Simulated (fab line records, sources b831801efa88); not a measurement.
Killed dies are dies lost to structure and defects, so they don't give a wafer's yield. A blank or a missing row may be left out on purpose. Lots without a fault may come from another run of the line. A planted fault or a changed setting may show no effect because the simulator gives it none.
fab line records | flow sky130
record lots=11 wafers=33 last_day=50
route steps=708 shown SONOS_ONO@182 GATE_OXIDE@189 POLY_GATE@218 LDD_N@245 PAD_OPEN@708
lots that met no fault: from a run of the same line without faults
start_h: hours from the record's first day to the start of the lot's first wafer shown | wait_h: hours since the lot's step before | " the same as in the row above | L1.1+2: a row that stands for several wafers | - no value, or no start given | * or withheld: withheld | < > ~ a bound
route shown NAME@n: a module of which the file shows steps, and the number in the route of the first | usual: mean/standard deviation of fault-free wafers | same: alike in all rows | chamber/n: place in a boat | sites: the reading at each site | _std_site: their standard deviation | _edge_site: outer sites' mean less inner sites' | radius_mm: how far each site lies from the wafer's centre | mask NAME#n: copy n | behind: the tool/chamber that last shaped the wafer | hold: why the lot was held/for how many hours/how that ended | device: the transistor (n, p or np) that didn't switch | end of line: the same wafers' tests at the end of the route | a step without rows: its recipe alone | killed: dies lost to structure and defects at the first sort, not the wafer's yield | map: a wafer's dies, x killed, . not, _ none there
set.NAME: the setting as run; set.NAME@STEP: as run at that earlier step | model.NAME: the simulator's own value behind a step, which no gauge read
steps of the route over a sample of lots; a table a step, a row a wafer
services: from which hour (start_h, from the record's first day; less than 0 if before it) a tool's chamber was out of use, for how many hours, and why
## steps
# step SKY_SONOS_ONO_OVL_MEAS_14
# usual SONOS_ONO_OVL=-0.1/1.3
# columns lot.wafer tool chamber start_h wait_h SONOS_ONO_OVL[nm]
L902.1 overlay-02 - 318.34 0.1 -2.4
L902.4 " - " " -3.5
L902.5 " - " " -0.4
L904.3 overlay-01 - 332.71 0.1 -0.9
L904.4 " - " " -1.2
L904.5 " - " " 0.4
L906.1 overlay-01 - 339.74 0.1 1.9
L906.2 " - " " -0.9
L906.3 " - " " 0.0
L907.2 overlay-01 - 351.27 0.1 -0.1
L907.4 " - " " 0.3
L907.6 " - " " -0.5
L908.1 overlay-01 - 355.09 0.1 -1.1
L908.3 " - " " -1.3
L908.5 " - " " -1.2
L909.1 overlay-01 - 367.35 0.1 -3.2
L909.4 " - " " 0.0
L909.6 " - " " -1.0
L913.1 overlay-01 - 400.89 0.1 -0.9
L913.4 " - " " 1.9
L913.6 " - " " 1.4
L914.1 overlay-02 - 407.87 0.1 -0.8
L914.3 " - " " 1.3
L914.6 " - " " 0.7
L915.2 overlay-02 - 409.72 0.1 -0.8
L915.4 " - " " -1.4
L915.5 " - " " 0.1
L916.1 overlay-01 - 417.79 0.1 -3.7
L916.2 " - " " -0.1
L916.4 " - " " 0.7
L922.1 overlay-01 - 474.43 0.1 -0.1
L922.3 " - " " -0.8
L922.4 " - " " -1.3
# step SKY_GATE_OXIDE_THK_MEAS_02
# recipe reads=SiO2_of_GATE_OXIDE_OXIDATION_01
# usual GATE_OXIDE_OXIDATION_00_THK=10.22/0.17
# columns lot.wafer tool chamber start_h wait_h GATE_OXIDE_OXIDATION_00_THK[nm]
L902.1 film_metro-03 - 321.42 0.0 10.24
L902.4 " - " " 10.43
L902.5 " - " " 10.39
L904.3 film_metro-03 - 335.63 0.0 10.13
L904.4 " - " " 10.20
L904.5 " - " " 10.05
L906.1 film_metro-04 - 342.62 0.0 9.94
L906.2 " - " " 9.89
L906.3 " - " " 9.84
L907.2 film_metro-04 - 355.14 0.0 10.07
L907.4 " - " " 10.03
L907.6 " - " " 10.13
L908.1 film_metro-03 - 357.80 0.0 10.15
L908.3 " - " " 10.39
L908.5 " - " " 9.96
L909.1 film_metro-04 - 369.11 0.0 10.03
L909.4 " - " " 10.26
L909.6 " - " " 10.13
L913.1 film_metro-04 - 403.70 0.0 10.44
L913.4 " - " " 10.27
L913.6 " - " " 10.16
L914.1 film_metro-03 - 410.13 0.0 10.18
L914.3 " - " " 10.43
L914.6 " - " " 10.51
L915.2 film_metro-03 - 412.72 0.0 10.30
L915.4 " - " " 10.46
L915.5 " - " " 10.05
L916.1 film_metro-03 - 421.26 0.0 10.13
L916.2 " - " " 10.10
L916.4 " - " " 10.13
L922.1 film_metro-03 - 476.20 0.0 10.44
L922.3 " - " " 10.23
L922.4 " - " " 10.30
# step SKY_POLY_GATE_THK_MEAS_04
# recipe reads=Si3N4_of_POLY_GATE_CVD_03
# usual POLY_GATE_CVD_03_THK=75.4/0.69
# columns lot.wafer tool chamber start_h wait_h POLY_GATE_CVD_03_THK[nm]
L902.1 film_metro-03 - 381.32 0.0 75.6
L902.4 " - " " 75.9
L902.5 " - " " 75.6
L904.3 film_metro-01 - 397.35 0.0 75.6
L904.4 " - " " 76.8
L904.5 " - " " 76.3
L906.1 film_metro-03 - 407.21 0.0 76.4
L906.2 " - " " 76.1
L906.3 " - " " 76.7
L907.2 film_metro-01 - 419.78 0.0 75.5
L907.4 " - " " 75.3
L907.6 " - " " 75.7
L908.1 film_metro-01 - 425.17 0.0 75.3
L908.3 " - " " 75.6
L908.5 " - " " 75.6
L909.1 film_metro-02 - 433.70 0.0 75.2
L909.4 " - " " 75.3
L909.6 " - " " 75.5
L913.1 film_metro-01 - 468.72 0.0 74.6
L913.4 " - " " 74.8
L913.6 " - " " 74.6
L914.1 film_metro-02 - 476.95 0.0 75.4
L914.3 " - " " 74.8
L914.6 " - " " 75.4
L915.2 film_metro-01 - 479.71 0.0 74.7
L915.4 " - " " 74.4
L915.5 " - " " 75.3
L916.1 film_metro-03 - 488.59 0.0 76.1
L916.2 " - " " 75.5
L916.4 " - " " 76.0
L922.1 film_metro-02 - 542.80 0.0 75.9
L922.3 " - " " 75.4
L922.4 " - " " 75.3
# step SKY_LDD_N_IMPLANT_08
# recipe species=As energy_kev=20 dose_cm2=7.5e+13 tilt_deg=withheld rotation_deg=23
# usual beam_on_s=10.00/0.22 dose_ions_cm2=7.499e+13/8.4e+10 faraday_current_uA=423/9.1
# columns lot.wafer tool chamber start_h wait_h beam_on_s dose_ions_cm2 faraday_current_uA
L902.1 implanter-02 0 446.15 0.0 10.30 7.5e+13 411
L902.4 " 0 " " 10.30 7.499e+13 412
L902.5 " 0 " " 9.38 7.503e+13 447
L904.3 implanter-03 0 459.35 0.1 9.98 7.502e+13 425
L904.4 " 0 " " 10.32 7.505e+13 408
L904.5 " 0 " " 9.83 7.499e+13 430
L906.1 implanter-03 0 469.70 0.0 10.06 7.509e+13 421
L906.2 " 0 " " 9.91 7.504e+13 428
L906.3 " 0 " " 10.16 7.501e+13 416
L907.2 implanter-04 0 484.56 0.0 10.29 7.504e+13 410
L907.4 " 0 " " 10.30 7.502e+13 413
L907.6 " 0 " " 9.86 7.514e+13 429
L908.1 implanter-02 0 488.06 0.0 10.23 7.506e+13 413
L908.3 " 0 " " 10.10 7.508e+13 420
L908.5 " 0 " " 9.85 7.51e+13 429
L909.1 implanter-03 0 498.06 0.0 10.22 7.508e+13 416
L909.4 " 0 " " 9.99 7.492e+13 424
L909.6 " 0 " " 10.00 7.488e+13 423
L913.1 implanter-03 0 532.35 0.0 9.91 7.499e+13 426
L913.4 " 0 " " 9.86 7.512e+13 428
L913.6 " 0 " " 9.46 7.502e+13 445
L914.1 implanter-02 0 539.73 0.0 10.08 7.507e+13 419
L914.3 " 0 " " 10.21 7.515e+13 414
L914.6 " 0 " " 10.17 7.52e+13 417
L915.2 implanter-03 0 542.74 0.0 78.90 9.03e+14 643
L915.4 " 0 " " 78.26 9.0309e+14 652
L915.5 " 0 " " 77.41 9.0307e+14 657
L916.1 implanter-03 0 550.61 0.0 78.81 9.0281e+14 648
L916.2 " 0 " " 81.22 9.0294e+14 630
L916.4 " 0 " " 77.13 9.0274e+14 658
L922.1 implanter-04 0 604.60 0.0 9.70 7.491e+13 435
L922.3 " 0 " " 10.15 7.5e+13 414
L922.4 " 0 " " 9.74 7.492e+13 434
# step SKY_LDD_N_STRIP_16
# recipe chemistry=O2/N2 power_w=1400 pressure_mtorr=1500 platen_temp_c=withheld o2_flow_sccm=3000 n2_flow_sccm=300 overash_fraction=0.5
# usual drypump_motor_current_A=5.7/0.4 oes_product_au=0.407/0.0044 strip_time_to_endpoint_s=4.317/0.015
# columns lot.wafer tool chamber start_h wait_h drypump_motor_current_A oes_product_au rf_hours_counter_h strip_time_to_endpoint_s
L902.1 plasma_asher-01 1 447.35 0.1 5.7 0.406 32 4.309
L902.4 " 0 " " 5.8 0.406 - 4.322
L902.5 " 1 " " 5.7 0.405 - 4.326
L904.3 plasma_asher-04 0 460.53 0.1 5.3 0.406 - 4.323
L904.4 " 1 " " 5.6 0.406 - 4.306
L904.5 " 1 " " 5.7 0.407 - 4.313
L906.1 plasma_asher-02 0 470.90 0.1 6.4 0.403 5 4.283
L906.2 " 1 " " 5.2 0.409 5 4.295
L906.3 " 1 " " 5.2 0.408 - 4.290
L907.2 plasma_asher-04 1 485.73 0.1 5.6 0.405 77 4.332
L907.4 " 1 " " 5.6 0.409 - 4.322
L907.6 " 0 " " 5.3 0.411 - 4.305
L908.1 plasma_asher-04 0 489.26 0.1 5.3 0.403 77 4.308
L908.3 " 0 " " 5.3 0.418 - 4.322
L908.5 " 1 " " 5.6 0.412 - 4.310
L909.1 plasma_asher-01 1 499.26 0.1 5.7 0.405 38 4.323
L909.4 " 0 " " 5.7 0.411 - 4.308
L909.6 " 0 " " 5.7 0.416 - 4.315
L913.1 plasma_asher-02 0 533.55 0.1 6.3 0.405 11 4.294
L913.4 " 1 " " 5.2 0.406 - 4.284
L913.6 " 0 " " 6.4 0.409 - 4.298
L914.1 plasma_asher-01 0 540.93 0.1 5.7 0.405 42 4.311
L914.3 " 0 " " 5.8 0.409 - 4.321
L914.6 " 0 " " 5.8 0.413 - 4.311
L915.2 plasma_asher-04 1 543.91 0.1 5.6 0.405 82 5.946
L915.4 " 0 " " 5.3 0.406 - 5.966
L915.5 " 0 " " 5.3 0.409 - 5.938
L916.1 plasma_asher-02 1 551.81 0.1 5.2 0.404 12 5.971
L916.2 " 0 " " 6.3 0.401 12 5.949
L916.4 " 1 " " 5.2 0.401 - 5.956
L922.1 plasma_asher-01 0 605.80 0.1 5.8 0.411 49 4.334
L922.3 " 1 " " 5.7 0.409 - 4.319
L922.4 " 0 " " 5.8 0.412 - 4.339
# step SKY_LDD_N_TW_MEAS_17
# usual LDD_N_TW=2579/23
# columns lot.wafer tool chamber start_h wait_h LDD_N_TW
L902.1 film_metro-03 - 447.45 0.1 2596
L902.4 " - " " 2596
L902.5 " - " " 2596
L904.3 film_metro-02 - 460.62 0.1 2557
L904.4 " - " " 2562
L904.5 " - " " 2554
L906.1 film_metro-04 - 471.00 0.1 2598
L906.2 " - " " 2599
L906.3 " - " " 2599
L907.2 film_metro-02 - 485.84 0.1 2564
L907.4 " - " " 2555
L907.6 " - " " 2566
L908.1 film_metro-02 - 489.36 0.1 2566
L908.3 " - " " 2565
L908.5 " - " " 2558
L909.1 film_metro-03 - 499.36 0.1 2585
L909.4 " - " " 2576
L909.6 " - " " 2586
L913.1 film_metro-02 - 533.65 0.1 2547
L913.4 " - " " 2539
L913.6 " - " " 2535
L914.1 film_metro-04 - 541.03 0.1 2609
L914.3 " - " " 2610
L914.6 " - " " 2608
L915.2 film_metro-03 - 544.02 0.1 3055
L915.4 " - " " 3063
L915.5 " - " " 3079
L916.1 film_metro-02 - 551.91 0.1 2988
L916.2 " - " " 3007
L916.4 " - " " 3005
L922.1 film_metro-03 - 605.90 0.1 2572
L922.3 " - " " 2583
L922.4 " - " " 2575
# step SKY_PAD_OPEN_PROBE_99
# usual killed_at_M0_to_M3=43/7.1 killed_at_M4_up=3.3/2 killed_at_contacts=24/5.1 killed_at_front_end=15/4.6 killed_at_other=0.3/0.6 killed_dies=86/9.6 killed_open=46/7.3 killed_short=39/6.7
# same gross_dies=492 killed_at_back_side=0
# columns lot.wafer tool chamber start_h wait_h killed_at_M0_to_M3 killed_at_M4_up killed_at_contacts killed_at_front_end killed_at_other killed_dies killed_open killed_short
L913.1 prober-01 - 1162.14 0.1 43 2 33 12 2 92 55 35
L913.4 prober-01 - 1162.29 0.2 53 2 31 16 0 102 64 38
L913.6 prober-01 - 1162.39 0.2 37 1 27 16 0 81 46 35
L914.1 prober-02 - 1167.33 0.1 52 6 26 19 0 103 59 43
L914.3 prober-02 - 1167.43 0.2 33 7 20 18 0 78 37 41
L914.6 prober-02 - 1167.58 0.2 33 2 27 10 0 72 45 27
# killed by level:class
L913.1 CONTACT:geometric_particle:open=15 VIA1:geometric_particle:open=10 VIA3:geometric_particle:open=8 LI_CONTACT:geometric_particle:open=7 METAL1:geometric_particle:short=7 POLY_GATE:geometric_particle:open=4 METAL2:geometric_particle:short=4 LOCAL_INTERCONNECT:geometric_particle:short=3
L913.4 CONTACT:geometric_particle:open=14 VIA1:geometric_particle:open=12 VIA3:geometric_particle:open=10 LI_CONTACT:geometric_particle:open=7 VIA2:geometric_particle:open=7 LOCAL_INTERCONNECT:geometric_particle:short=6 FIELD_ISO:geometric_particle:short=5 POLY_GATE:geometric_particle:open=5
L913.6 CONTACT:geometric_particle:open=11 LI_CONTACT:geometric_particle:open=8 VIA2:geometric_particle:short=7 VIA1:geometric_particle:open=7 VIA3:geometric_particle:short=6 FIELD_ISO:geometric_particle:open=5 POLY_GATE:geometric_particle:open=5 LOCAL_INTERCONNECT:geometric_particle:short=4
L914.1 VIA1:geometric_particle:open=20 LI_CONTACT:geometric_particle:open=9 CONTACT:geometric_particle:open=9 VIA2:geometric_particle:open=6 FIELD_ISO:geometric_particle:short=5 VIA3:geometric_particle:open=5 POLY_GATE:geometric_particle:short=5 CONTACT:geometric_particle:short=5
L914.3 CONTACT:geometric_particle:open=8 METAL4:geometric_particle:short=7 VIA2:geometric_particle:open=6 FIELD_ISO:geometric_particle:short=5 LI_CONTACT:geometric_particle:open=5 POLY_GATE:geometric_particle:short=4 METAL1:geometric_particle:short=4 VIA1:geometric_particle:open=4
L914.6 CONTACT:geometric_particle:open=11 VIA1:geometric_particle:open=10 LI_CONTACT:geometric_particle:open=6 VIA3:geometric_particle:open=6 VIA2:geometric_particle:open=6 METAL2:geometric_particle:short=5 POLY_GATE:geometric_particle:short=4 LOCAL_INTERCONNECT:geometric_particle:short=4
## services
# columns tool chamber start_h hours kind
plasma_asher-02 0 430.29 - clean
plasma_asher-02 1 430.29 - clean
plasma_asher-04 - 440.75 2.3 repair
implanter-02 - 455.16 2.1 repair
implanter-02 - 478.83 2.4 repair
implanter-04 - 500.14 1.8 repair
plasma_asher-02 - 537.13 1.7 repair
implanter-03 - 548.07 1.5 repair
implanter-04 - 549.53 1.7 repair
implanter-04 - 569.86 4.4 pm
## key
first_sign step=SKY_LDD_N_IMPLANT_08 reading=dose_ions_cm2 direction=up sigmas=99+ usual=* struck=*
effect step=SKY_LDD_N_IMPLANT_08 reading=beam_on_s direction=up sigmas=99+ usual=10.00 struck=78.62
effect step=SKY_LDD_N_STRIP_16 reading=strip_time_to_endpoint_s direction=up sigmas=99+ usual=* struck=*
effect step=SKY_LDD_N_TW_MEAS_17 reading=LDD_N_TW direction=up sigmas=20 usual=2579 struck=3033
met_at SKY_LDD_N_IMPLANT_08
struck_lots L915,L916
tester_left_out L915,L916
not_acting_at SKY_SONOS_ONO_OVL_MEAS_14,SKY_GATE_OXIDE_THK_MEAS_02,SKY_POLY_GATE_THK_MEAS_04
onset_between 532.35 542.74
fault kind=process_parameter_drift tool=implanter-03 chamber=- onset_h=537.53 steps=SKY_LDD_N_IMPLANT_08 channel=dose_cm2 offset=* shape=step end_h=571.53 acts_in=* stated=*
# tester_left_out: of these lots the tester's yield and bins aren't shown, on N5 and GAA mostly nor the transistor test; their killed dies are dies lost to structure and defects alone, not to doping, threshold or leakage, so they don't give the yield
